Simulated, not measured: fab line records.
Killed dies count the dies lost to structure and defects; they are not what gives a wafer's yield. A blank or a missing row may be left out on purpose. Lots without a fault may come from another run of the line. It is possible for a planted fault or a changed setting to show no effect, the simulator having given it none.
Struck lot and sound lot, side by side ; flow sky130 ; 18 steps out of a route of 708
Sound: the wafers L959.1, L959.2, L959.4. The struck wafers were L965.1, L965.2, L965.5. Last of all comes the cause.
Per side, at each step with rows, come the tool, then ch with its chambers, and then its first start. Under that, the readings that differ: sound wafers ; struck wafers ; difference of the means ; sigmas: that difference in standard deviations of wafers without a fault.
alike: a reading whose means differ by less than 2 such deviations, as well as words and numbers matching on both sides. not compared: withheld readings; readings where some wafer has no value; bounds like >300 that might hide an equal value; numbers whose values overlap and for which the record gives no deviation.
A row with sigmas, a row that says differs or no value, or rows on one side alone: a step with any of these is where the two part. When numbers do not overlap yet have no deviation, they are printed without sigmas and do not part them. Lack of a reading on every wafer of one side parts them only where that side has two or more wafers.

first, 1 step without rows for these wafers: SKY_FIELD_ISO_ANNEAL_26 (time 1800 s).
SKY_FIELD_ISO_CMP_27: polishes, stops on Si3N4, t overpolish 16 s, target thk 457.8 nm.
  sound on cmp-02 ch 1,2,3, day 2 17:35; struck on cmp-01 ch 2,3, day 4 04:27
reading;sound;struck;difference;sigmas
time_to_endpoint_s (s);119 116 123;108 108 113;-10;-2
  alike: motor_current_A, overpolish_run_s
then, 5 steps without rows for these wafers: SKY_FIELD_ISO_WET_ETCH_28 (etches SiO2 in dHF, target depth 23.7 nm, time 47 s); SKY_FIELD_ISO_WET_ETCH_29 (etches Si3N4 in H3PO4, target depth 160 nm, time 1825 s); SKY_FIELD_ISO_WET_ETCH_30 (etches SiO2 in dHF, target depth 25 nm, time 50 s); SKY_NWELL_CLEAN_00 (cleans in SC1/SC2, time 150 s); SKY_NWELL_OXIDATION_01 (stabilise 600 s, purge 300 s, target thk 10 nm).
SKY_NWELL_THK_MEAS_02:
  sound on film_metro-04 at day 2 21:50; struck on film_metro-02 at day 4 14:19
  alike: NWELL_OXIDATION_THK
then, 4 steps without rows for these wafers: SKY_DNWELL_DEHYDRATE_00 (time 60 s); SKY_DNWELL_HMDS_01 (prime time 60 s); SKY_DNWELL_COAT_02 (resist thk 3000 nm); SKY_DNWELL_SOFTBAKE_03.
SKY_DNWELL_EXPOSE_04: exposes mask DNM, target cd 3000 nm.
  struck on iline_stepper-01, day 4 22:20; sound on iline_stepper-02 ch 0, day 3 05:11
  no value came back on the struck wafers for exposure_dose_mJ_cm2, focus_offset_nm (nm); on the sound wafers exposure_dose_mJ_cm2 reads 221.63 222.03 221.91
  alike: mask
then, 3 steps without rows for these wafers: SKY_DNWELL_PEB_05; SKY_DNWELL_DEVELOP_06 (develop time 60 s); SKY_DNWELL_IMPLANT_07.
SKY_DNWELL_STRIP_08: strips in O2/N2.
  sound on plasma_asher-01 ch 0,1, day 3 12:47; struck on plasma_asher-01 ch 0,1, day 5 06:28
  alike: drypump_motor_current_A, oes_product_au, strip_time_to_endpoint_s
  not compared: rf_hours_counter_h
SKY_DNWELL_TW_MEAS_09:
  sound on film_metro-04 at day 3 12:53; struck on film_metro-04 at day 5 06:52
reading;sound;struck;difference;sigmas
DNWELL_TW;1120 1127 1125;30 30 30;-1094;-99 or more
  not compared: hold

== WHERE THEY PART ==
Earliest at SKY_FIELD_ISO_CMP_27; latest, in this record, at SKY_DNWELL_TW_MEAS_09.

WHY: what had been put in by the simulator
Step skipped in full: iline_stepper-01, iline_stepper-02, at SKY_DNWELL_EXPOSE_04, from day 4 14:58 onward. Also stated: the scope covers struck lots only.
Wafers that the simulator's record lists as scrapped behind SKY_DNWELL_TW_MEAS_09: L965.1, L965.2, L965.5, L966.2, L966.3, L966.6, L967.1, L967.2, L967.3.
